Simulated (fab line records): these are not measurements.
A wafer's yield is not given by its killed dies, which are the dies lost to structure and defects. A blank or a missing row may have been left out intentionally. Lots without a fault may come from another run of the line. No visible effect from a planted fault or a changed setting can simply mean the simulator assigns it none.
fab line records -- flow sky130
[record] lots = 13, wafers = 39, last-day = 49
route steps=708 shown METAL2@485 METAL5@662 PAD_OPEN@707
lots untouched by any fault: they come from a run of this same line in which no faults occurred
start-h: start of the lot's first displayed wafer, in hours after the record's first day -- wait-h: how many hours have passed since the lot's step before this one -- " unchanged from the row above -- L1.1+2: several wafers, shown together as one row -- - value missing, or start not given -- * or withheld: withheld -- < > ~ a bound
route shown NAME@n: a module of which the file shows steps, and the number in the route of the first -- usual: average and standard deviation across the fault-free wafers -- same: alike in all rows -- chamber/n: place in a boat -- sites: the reading at each site -- _std_site: the values' standard deviation -- _edge_site: inner sites' mean taken away from outer sites' mean -- radius-mm: how far each site lies from the wafer's centre -- mask NAME#n: copy n -- behind: the tool/chamber that last shaped the wafer -- hold: reason for holding the lot/hours on hold/outcome of the hold -- device: the n, p or np transistor that did not switch -- end of line: tests run on the same wafers once the route is complete -- for a step that has no rows: nothing shown but its recipe -- killed: the dies lost at the first sort to structure and to defects; this is not the yield of the wafer -- map: per-die view of a wafer (x killed, . not killed, _ where there is no die)
set.NAME: the setting the step ran with; set.NAME@STEP: the setting that earlier step ran with -- model.NAME: the simulator's own value behind a step, which no gauge read
steps of the route over a sample of lots; a table a step, a row a wafer
services: from which hour (start-h, from the record's first day; less than 0 if before it) a tool's chamber was out of use, for how many hours, and why
[[steps]]
[step SKY_METAL2_SPUTTER_02]
[recipe] material = AlCu, target-thk-nm = 250, power-w = 10600, time-s = 13.3, chamber-pressure-pa = 0.4
[usual] throttle-valve-pct = 30.2/1.2
lot.wafer,tool,chamber,start-h,wait-h,throttle-valve-pct
L720.1,pvd-sputter-01,-,792.64,0.0,31.4
L720.4,pvd-sputter-01,-,792.64,0.0,30.2
L720.6,pvd-sputter-01,-,792.64,0.0,31.2
L721.4,pvd-sputter-01,-,811.10,0.0,32.6
L721.5,pvd-sputter-01,-,811.10,0.0,32.4
L721.6,pvd-sputter-01,-,811.10,0.0,30.2
L722.3,pvd-sputter-02,-,815.99,0.0,29.1
L722.4,pvd-sputter-02,-,815.99,0.0,30.6
L722.5,pvd-sputter-02,-,815.99,0.0,30.7
L723.3,pvd-sputter-03,-,819.50,0.0,30.7
L723.4,pvd-sputter-03,-,819.50,0.0,30.8
L723.6,pvd-sputter-03,-,819.50,0.0,30.8
L724.2,pvd-sputter-01,-,825.63,0.0,32.1
L724.3,pvd-sputter-01,-,825.63,0.0,29.9
L724.4,pvd-sputter-01,-,825.63,0.0,30.3
L725.1,pvd-sputter-01,-,836.57,0.0,30.1
L725.3,pvd-sputter-01,-,836.57,0.0,28.3
L725.6,pvd-sputter-01,-,836.57,0.0,30.0
L726.3,pvd-sputter-01,-,842.20,0.0,30.0
L726.5,pvd-sputter-01,-,842.20,0.0,32.7
L726.6,pvd-sputter-01,-,842.20,0.0,30.0
L728.2,pvd-sputter-01,-,850.45,0.0,28.4
L728.4,pvd-sputter-01,-,850.45,0.0,32.0
L728.5,pvd-sputter-01,-,850.45,0.0,29.9
L729.2,pvd-sputter-03,-,857.14,0.0,28.6
L729.4,pvd-sputter-03,-,857.14,0.0,29.7
L729.5,pvd-sputter-03,-,857.14,0.0,30.5
L732.1,pvd-sputter-02,-,877.65,0.0,30.5
L732.3,pvd-sputter-02,-,877.65,0.0,29.3
L732.4,pvd-sputter-02,-,877.65,0.0,29.2
L734.3,pvd-sputter-01,-,894.50,0.0,31.4
L734.4,pvd-sputter-01,-,894.50,0.0,32.2
L734.5,pvd-sputter-01,-,894.50,0.0,28.6
L735.2,pvd-sputter-01,-,899.65,0.0,32.3
L735.3,pvd-sputter-01,-,899.65,0.0,28.4
L735.6,pvd-sputter-01,-,899.65,0.0,28.5
L739.1,pvd-sputter-02,-,929.34,0.0,28.6
L739.3,pvd-sputter-02,-,929.34,0.0,30.5
L739.4,pvd-sputter-02,-,929.34,0.0,29.3
[step SKY_METAL5_SPUTTER_01]
[recipe] material = TiN, target-thk-nm = 20, power-w = 6500, time-s = 16.7, chamber-pressure-pa = 0.4
[usual] throttle-valve-pct = 30.1/1
lot.wafer,tool,chamber,start-h,wait-h,throttle-valve-pct
L720.1,pvd-sputter-01,-,1003.30,0.0,28.5
L720.4,pvd-sputter-01,-,1003.30,0.0,32.3
L720.6,pvd-sputter-01,-,1003.30,0.0,30.0
L721.4,pvd-sputter-03,-,1019.62,0.0,30.5
L721.5,pvd-sputter-03,-,1019.62,0.0,29.8
L721.6,pvd-sputter-03,-,1019.62,0.0,28.4
L722.3,pvd-sputter-03,-,1023.77,0.0,30.6
L722.4,pvd-sputter-03,-,1023.77,0.0,28.8
L722.5,pvd-sputter-03,-,1023.77,0.0,30.6
L723.3,pvd-sputter-02,-,1027.66,0.0,29.3
L723.4,pvd-sputter-02,-,1027.66,0.0,30.5
L723.6,pvd-sputter-02,-,1027.66,0.0,29.2
L724.2,pvd-sputter-01,-,1031.57,0.0,28.6
L724.3,pvd-sputter-01,-,1031.57,0.0,31.3
L724.4,pvd-sputter-01,-,1031.57,0.0,31.2
L725.1,pvd-sputter-02,-,1042.76,0.0,30.8
L725.3,pvd-sputter-02,-,1042.76,0.0,29.4
L725.6,pvd-sputter-02,-,1042.76,0.0,29.3
L726.3,pvd-sputter-02,-,1048.54,0.0,30.3
L726.5,pvd-sputter-02,-,1048.54,0.0,30.5
L726.6,pvd-sputter-02,-,1048.54,0.0,31.0
L728.2,pvd-sputter-03,-,1052.99,0.0,30.1
L728.4,pvd-sputter-03,-,1052.99,0.0,30.6
L728.5,pvd-sputter-03,-,1052.99,0.0,30.4
L729.2,pvd-sputter-02,-,1060.27,0.0,30.7
L729.4,pvd-sputter-02,-,1060.27,0.0,28.9
L729.5,pvd-sputter-02,-,1060.27,0.0,30.8
L732.1,pvd-sputter-01,-,1080.16,0.0,31.2
L732.3,pvd-sputter-01,-,1080.16,0.0,28.7
L732.4,pvd-sputter-01,-,1080.16,0.0,30.2
L734.3,pvd-sputter-02,-,1093.54,0.0,28.7
L734.4,pvd-sputter-02,-,1093.54,0.0,30.5
L734.5,pvd-sputter-02,-,1093.54,0.0,28.7
L735.2,pvd-sputter-01,-,1095.79,0.0,31.0
L735.3,pvd-sputter-01,-,1095.79,0.0,32.1
L735.6,pvd-sputter-01,-,1095.79,0.0,29.8
L739.1,pvd-sputter-03,-,1119.48,0.0,30.7
L739.3,pvd-sputter-03,-,1119.48,0.0,29.8
L739.4,pvd-sputter-03,-,1119.48,0.0,28.7
[step SKY_METAL5_SPUTTER_04]
[recipe] material = TiN, target-thk-nm = 70, power-w = 6500, time-s = 58.3, chamber-pressure-pa = 0.4
[usual] throttle-valve-pct = 30.1/1
lot.wafer,tool,chamber,start-h,wait-h,throttle-valve-pct
L720.1,pvd-sputter-01,-,1003.40,0.0,28.6
L720.4,pvd-sputter-01,-,1003.40,0.0,32.4
L720.6,pvd-sputter-01,-,1003.40,0.0,29.9
L721.4,pvd-sputter-03,-,1019.72,0.0,30.7
L721.5,pvd-sputter-03,-,1019.72,0.0,30.0
L721.6,pvd-sputter-03,-,1019.72,0.0,28.4
L722.3,pvd-sputter-03,-,1023.86,0.0,30.4
L722.4,pvd-sputter-03,-,1023.86,0.0,28.9
L722.5,pvd-sputter-03,-,1023.86,0.0,30.4
L723.3,pvd-sputter-02,-,1027.76,0.0,29.2
L723.4,pvd-sputter-02,-,1027.76,0.0,30.5
L723.6,pvd-sputter-02,-,1027.76,0.0,29.2
L724.2,pvd-sputter-01,-,1031.66,0.0,28.6
L724.3,pvd-sputter-01,-,1031.66,0.0,31.3
L724.4,pvd-sputter-01,-,1031.66,0.0,31.4
L725.1,pvd-sputter-02,-,1042.86,0.0,30.7
L725.3,pvd-sputter-02,-,1042.86,0.0,29.0
L725.6,pvd-sputter-02,-,1042.86,0.0,29.4
L726.3,pvd-sputter-02,-,1048.64,0.0,30.7
L726.5,pvd-sputter-02,-,1048.64,0.0,30.5
L726.6,pvd-sputter-02,-,1048.64,0.0,31.0
L728.2,pvd-sputter-03,-,1053.08,0.0,29.8
L728.4,pvd-sputter-03,-,1053.08,0.0,30.9
L728.5,pvd-sputter-03,-,1053.08,0.0,30.5
L729.2,pvd-sputter-02,-,1060.36,0.0,30.3
L729.4,pvd-sputter-02,-,1060.36,0.0,29.3
L729.5,pvd-sputter-02,-,1060.36,0.0,30.9
L732.1,pvd-sputter-01,-,1080.25,0.0,31.1
L732.3,pvd-sputter-01,-,1080.25,0.0,28.5
L732.4,pvd-sputter-01,-,1080.25,0.0,30.4
L734.3,pvd-sputter-02,-,1093.64,0.0,28.9
L734.4,pvd-sputter-02,-,1093.64,0.0,30.8
L734.5,pvd-sputter-02,-,1093.64,0.0,29.0
L735.2,pvd-sputter-01,-,1095.88,0.0,31.4
L735.3,pvd-sputter-01,-,1095.88,0.0,32.3
L735.6,pvd-sputter-01,-,1095.88,0.0,30.2
L739.1,pvd-sputter-03,-,1119.57,0.0,30.9
L739.3,pvd-sputter-03,-,1119.57,0.0,30.1
L739.4,pvd-sputter-03,-,1119.57,0.0,28.7
[step SKY_PAD_OPEN_BOW_MEAS_13]
[recipe] mode = bow
[usual] PAD_OPEN_BOW = 46/10
lot.wafer,tool,chamber,start-h,wait-h,PAD_OPEN_BOW[um]
L720.1,film-metro-03,-,1074.41,-,44
L720.4,film-metro-03,-,1074.41,-,55
L720.6,film-metro-03,-,1074.41,-,60
L721.4,film-metro-03,-,1089.18,-,48
L721.5,film-metro-03,-,1089.18,-,41
L721.6,film-metro-03,-,1089.18,-,50
L722.3,film-metro-03,-,1093.20,-,31
L722.4,film-metro-03,-,1093.20,-,43
L722.5,film-metro-03,-,1093.20,-,52
L723.3,film-metro-03,-,1096.40,-,39
L723.4,film-metro-03,-,1096.40,-,40
L723.6,film-metro-03,-,1096.40,-,37
L724.2,film-metro-01,-,1099.83,-,34
L724.3,film-metro-01,-,1099.83,-,45
L724.4,film-metro-01,-,1099.83,-,37
L725.1,film-metro-01,-,1109.03,-,52
L725.3,film-metro-01,-,1109.03,-,52
L725.6,film-metro-01,-,1109.03,-,39
L726.3,film-metro-01,-,1115.91,-,61
L726.5,film-metro-01,-,1115.91,-,56
L726.6,film-metro-01,-,1115.91,-,44
L728.2,film-metro-04,-,1119.14,-,41
L728.4,film-metro-04,-,1119.14,-,51
L728.5,film-metro-04,-,1119.14,-,45
L729.2,film-metro-04,-,1126.46,-,40
L729.4,film-metro-04,-,1126.46,-,32
L729.5,film-metro-04,-,1126.46,-,37
L732.1,film-metro-04,-,1142.93,-,38
L732.3,film-metro-04,-,1142.93,-,45
L732.4,film-metro-04,-,1142.93,-,28
L734.3,film-metro-03,-,1153.98,-,43
L734.4,film-metro-03,-,1153.98,-,39
L734.5,film-metro-03,-,1153.98,-,41
L735.2,film-metro-04,-,1156.00,-,40
L735.3,film-metro-04,-,1156.00,-,31
L735.6,film-metro-04,-,1156.00,-,33
L739.1,film-metro-03,-,1177.04,-,57
L739.3,film-metro-03,-,1177.04,-,46
L739.4,film-metro-03,-,1177.04,-,60
[step SKY_PAD_OPEN_PROBE_99]
[usual] defect-limited-yield = 81.9/2, killed_at_M0_to_M3 = 43/6.5, killed_at_M4_up = 3.2/1.8, killed-at-contacts = 26/5.2, killed-at-front-end = 16/4.8, killed-at-other = 0.3/0.6, killed-dies = 89/9.6, killed-open = 48/7.1, killed-short = 40/6.4, sort_bin_3_pad_short = 0.9/0.37, sort_bin_5_function = 10.7/1.4, sort_bin_6_memory = 6.5/1.2, sort-n-pass = 403/9.6, sort-yield-pct = 81.9/2
[same] gross-dies = 492, killed-at-back-side = 0, sort_bin_4_leakage[%] = 0, sort_bin_8_speed[%] = 0
lot.wafer,tool,chamber,start-h,wait-h,defect-limited-yield[%],killed_at_M0_to_M3,killed_at_M4_up,killed-at-contacts,killed-at-front-end,killed-at-other,killed-dies,killed-open,killed-short,sort_bin_3_pad_short[%],sort_bin_5_function[%],sort_bin_6_memory[%],sort-n-pass,sort-yield-pct[%]
L734.3,prober-01,-,1154.16,0.2,79.3,55,4,32,11,0,102,56,46,1.0,14.2,5.5,390,79.3
L734.4,prober-01,-,1154.21,0.2,82.5,47,0,23,16,0,86,48,38,0.4,10.0,7.1,406,82.5
L734.5,prober-01,-,1154.26,0.2,73.8,104,1,15,9,0,129,32,29,5.1,15.2,5.9,363,73.8
L735.2,prober-02,-,1156.15,0.1,83.7,45,1,19,15,0,80,48,31,1.4,9.6,5.3,412,83.7
L735.3,prober-02,-,1156.20,0.2,66.5,128,5,17,15,0,165,50,40,5.3,18.9,9.3,327,66.5
L735.6,prober-02,-,1156.35,0.2,70.7,107,3,15,19,0,144,46,29,5.5,16.3,7.5,348,70.7
L739.1,prober-02,-,1177.16,0.1,81.7,43,3,28,16,0,90,42,47,0.6,11.8,5.9,402,81.7
// killed by level:class
L734.3 VIA1:geometric-particle:open=13 CONTACT:geometric-particle:open=12 METAL1:geometric-particle:short=9 LOCAL_INTERCONNECT:geometric-particle:short=7 VIA1:geometric-particle:short=7 VIA3:geometric-particle:open=7 VIA2:geometric-particle:open=7 LI_CONTACT:geometric-particle:open=6
L734.4 LI_CONTACT:geometric-particle:open=11 VIA1:geometric-particle:open=7 VIA2:geometric-particle:open=7 CONTACT:geometric-particle:open=6 METAL1:geometric-particle:short=6 METAL2:geometric-particle:short=6 POLY_GATE:geometric-particle:short=5 VIA3:geometric-particle:open=5
L734.5 METAL2:unspecified=68 VIA3:geometric-particle:open=8 CONTACT:geometric-particle:open=7 VIA1:geometric-particle:open=6 CONTACT:geometric-particle:short=4 METAL1:geometric-particle:short=4 VIA1:geometric-particle:short=4 FIELD_ISO:geometric-particle:short=3
L735.2 VIA1:geometric-particle:open=19 FIELD_ISO:geometric-particle:short=8 VIA3:geometric-particle:open=8 CONTACT:geometric-particle:open=6 VIA1:geometric-particle:short=5 LI_CONTACT:geometric-particle:short=4 LI_CONTACT:geometric-particle:open=4 VIA2:geometric-particle:open=4
L735.3 METAL2:unspecified=73 VIA3:geometric-particle:open=14 VIA1:geometric-particle:open=11 CONTACT:geometric-particle:open=8 FIELD_ISO:geometric-particle:short=5 VIA3:geometric-particle:short=5 METAL1:geometric-particle:short=5 VIA1:geometric-particle:short=5
L735.6 METAL2:unspecified=69 VIA1:geometric-particle:open=8 VIA2:geometric-particle:open=7 CONTACT:geometric-particle:open=6 FIELD_ISO:geometric-particle:open=5 POLY_GATE:geometric-particle:open=5 METAL1:geometric-particle:short=5 VIA2:geometric-particle:short=5
L739.1 CONTACT:geometric-particle:open=11 METAL2:geometric-particle:short=8 LI_CONTACT:geometric-particle:open=7 VIA1:geometric-particle:open=7 FIELD_ISO:geometric-particle:short=6 VIA3:geometric-particle:short=6 METAL3:geometric-particle:short=5 VIA3:geometric-particle:open=5
[[services]]
tool,chamber,start-h,hours,kind
pvd-sputter-02,-,788.49,2.3,repair
pvd-sputter-02,-,825.97,2.5,repair
pvd-sputter-02,-,866.86,5.3,repair
pvd-sputter-01,-,871.03,0.7,repair
pvd-sputter-03,-,880.05,2.3,repair
pvd-sputter-03,-,904.78,3.0,repair
pvd-sputter-03,-,944.10,1.9,repair
pvd-sputter-03,-,946.71,4.6,repair
pvd-sputter-02,-,1019.45,3.2,repair
pvd-sputter-01,-,1073.41,3.7,repair
[[key]]
[first-sign] step = SKY_PAD_OPEN_PROBE_99, reading = sort_bin_3_pad_short, direction = up, sigmas = 12, usual = 0.9, struck = 5.3
[effect] step = SKY_PAD_OPEN_PROBE_99, reading = killed_at_M0_to_M3, direction = up, sigmas = 11, usual = 43, struck = 113
met-at SKY_METAL2_SPUTTER_02
struck-lots L734,L735
struck-wafers L734.5,L735.3,L735.6
not-acting-at SKY_METAL5_SPUTTER_01,SKY_METAL5_SPUTTER_04,SKY_PAD_OPEN_BOW_MEAS_13
onset-between 850.45 894.50
[fault] kind = chamber-particle-source, tool = pvd-sputter-01, chamber = -, onset-h = 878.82, steps = SKY_METAL2_SPUTTER_02, rate-per-visit-cm2 = 1.9244, end-h = 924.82, scope = struck-wafers-only
